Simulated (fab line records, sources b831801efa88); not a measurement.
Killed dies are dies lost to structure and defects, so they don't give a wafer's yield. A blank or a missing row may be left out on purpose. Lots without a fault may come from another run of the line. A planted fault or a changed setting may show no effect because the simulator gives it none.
Which tool did it? | flow gf180mcu | 12 lots, 36 wafers sampled, at 2 steps of a route of 602

WHAT THE GAUGES READ, wafer by wafer
GF_MIM_RS_MEAS_10: measures by four-point-probe.
lot  | measured     | on            | MIM_ALCU_RS (ohm/sq)
L303 | day 24 13:34 | film_metro-01 | 0.1612 0.1577 0.1625
L304 | day 24 20:35 | film_metro-01 | 0.1622 0.1615 0.1632
L305 | day 25 08:38 | film_metro-01 | 0.1603 0.1583 0.1636
L307 | day 25 22:47 | film_metro-03 | 0.1604 0.1584 0.1599
L308 | day 26 06:30 | film_metro-01 | 0.1598 0.1592 0.1614
L309 | day 26 15:37 | film_metro-01 | 0.1565 0.1612 0.1568
L310 | day 27 02:20 | film_metro-03 | 0.1606 0.1626 0.1608
L311 | day 27 07:51 | film_metro-04 | 0.1610 0.1583 0.1591
L317 | day 29 02:33 | film_metro-04 | 0.1557 0.1596 0.1580
L319 | day 29 15:01 | film_metro-03 | 0.1650 0.1649 0.1652
L320 | day 30 03:50 | film_metro-01 | 0.1609 0.1587 0.1605
L324 | day 31 02:34 | film_metro-01 | 0.1600 0.1613 0.1610

WHICH TOOL RAN EACH LOT (tool, then ch and the chambers of the sampled wafers, then the start)
lot  | GF_M4_SPUTTER_02
L303 | pvd_sputter-03, day 22 13:44
L304 | pvd_sputter-03, day 22 21:16
L305 | pvd_sputter-03, day 23 09:57
L307 | pvd_sputter-03, day 23 23:44
L308 | pvd_sputter-03, day 24 08:35
L309 | pvd_sputter-03, day 24 18:24
L310 | pvd_sputter-01, day 25 06:11
L311 | pvd_sputter-04, day 25 11:36
L317 | pvd_sputter-03, day 27 06:56
L319 | pvd_sputter-03, day 27 20:05
L320 | pvd_sputter-04, day 28 09:19
L324 | pvd_sputter-04, day 29 10:04
- GF_M4_SPUTTER_02: material AlCu, target thk 450 nm, time 23.9 s.

WHAT THE TOOLS THEMSELVES READ (means of the sampled wafers that have a number; where no wafer has one, the mark that the record gives instead)
GF_M4_SPUTTER_02.
lot  | tool           | cathode_dc_power_W (W) | chamber_pressure_pa (Pa) | throttle_valve_pct (%)
L303 | pvd_sputter-03 | 10599                  | 0.4000                   | 30.9
L304 | pvd_sputter-03 | 10600                  | 0.3994                   | 30.1
L305 | pvd_sputter-03 | 10599                  | 0.3991                   | 29.9
L307 | pvd_sputter-03 | 10599                  | 0.4010                   | 29.7
L308 | pvd_sputter-03 | 10601                  | 0.4003                   | 30.0
L309 | pvd_sputter-03 | 10601                  | 0.3993                   | 31.0
L310 | pvd_sputter-01 | 10599                  | 0.4004                   | 29.0
L311 | pvd_sputter-04 | 10603                  | 0.4007                   | 30.4
L317 | pvd_sputter-03 | 10601                  | 0.4001                   | 30.0
L319 | pvd_sputter-03 | 10601                  | 0.4002                   | 30.6
L320 | pvd_sputter-04 | 10599                  | 0.3998                   | 28.8
L324 | pvd_sputter-04 | 10601                  | 0.4007                   | 29.7

THE ANSWER, worked out from the rows above alone
Rule: what is usual is taken from the lots themselves. Put in order of their means at a reading, lots are off if they are a third of the lots or fewer, leave a main group of 4 or more, and stand apart from it by a gap of 3 or more times the standard deviation of the main group's means; of several such gaps the widest counts. A main group whose means are all the same, to the digits that the tables above print for the reading, isn't used. A lot without any number at a reading at which 4 lots or more have one is off too. The other lots that the step has rows for count as sound. The gauges are gone through in route order, then the tools' own readings, and for those a lot's mean is taken as printed above. The first step at which some lot is off is used, and at that step the reading that is off furthest; a lot without a number counts as furthest.
No lot is off at any reading shown: from this, nothing can be told.

WHAT THE SIMULATOR HAD PUT IN
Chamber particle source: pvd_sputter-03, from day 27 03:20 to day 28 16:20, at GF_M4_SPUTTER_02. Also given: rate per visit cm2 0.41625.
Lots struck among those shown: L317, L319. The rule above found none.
